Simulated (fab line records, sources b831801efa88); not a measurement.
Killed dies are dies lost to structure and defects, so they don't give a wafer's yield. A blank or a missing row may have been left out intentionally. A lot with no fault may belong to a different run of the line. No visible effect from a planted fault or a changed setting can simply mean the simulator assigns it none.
Chamber matching    flow sky130    rieDiel-03 running SKY_LI_CONTACT_ETCH_15: 4 sister chambers
The step etches PSG in C4F8/O2/Ar, stops on Si, target depth 600 nm. 8 wafers are shown with their chamber, then 7 later ones without.

== WAFERS PAIRED WITH THEIR CHAMBERS ==
wafer   chamber  oesProductAu (a.u.)
L659.3  3        0.838
L661.4  3        0.829
L670.5  2        0.842
L671.2  0        0.834
L671.3  2        0.832
L671.4  1        0.839
L674.3  0        0.838
L674.4  1        0.838

== WAFERS WITH NO CHAMBER GIVEN ==
wafer   oesProductAu (a.u.)
L674.6  0.843
L675.2  0.840
L675.3  0.830
L675.4  0.843
L682.1  0.840
L682.4  0.837
L682.5  0.837

== THE CHAMBER EACH PASSED THROUGH ==
wafer   from the rows above                in truth
L674.6  can't be placed: 1 or 2 or 0 or 3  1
L675.2  can't be placed: 1 or 2 or 0 or 3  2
L675.3  can't be placed: 3 or 0 or 2 or 1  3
L675.4  can't be placed: 1 or 2 or 0 or 3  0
L682.1  can't be placed: 1 or 2 or 0 or 3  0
L682.4  can't be placed: 2 or 0 or 1 or 3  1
L682.5  can't be placed: 2 or 0 or 1 or 3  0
0 of 7 placed correctly. Unplaceable from these rows: 7, with the true chamber sitting among the candidates in 7. Number placed wrongly: 0.
How it was worked out, from the rows above alone: a wafer's distance from a chamber is the root of the sum, over the readings, of the square of ((its reading less the chamber's mean) divided by the reading's scatter). If the next closest chamber is less than 2 further off than the closest, the wafer can't be placed; otherwise it belongs to the closest. For every chamber, the mean is computed from those of its wafers that are shown. The scatter: take each reading less its chamber's mean, square it, sum over the shown wafers, divide by the number of wafers less the number of chambers, and take the root.
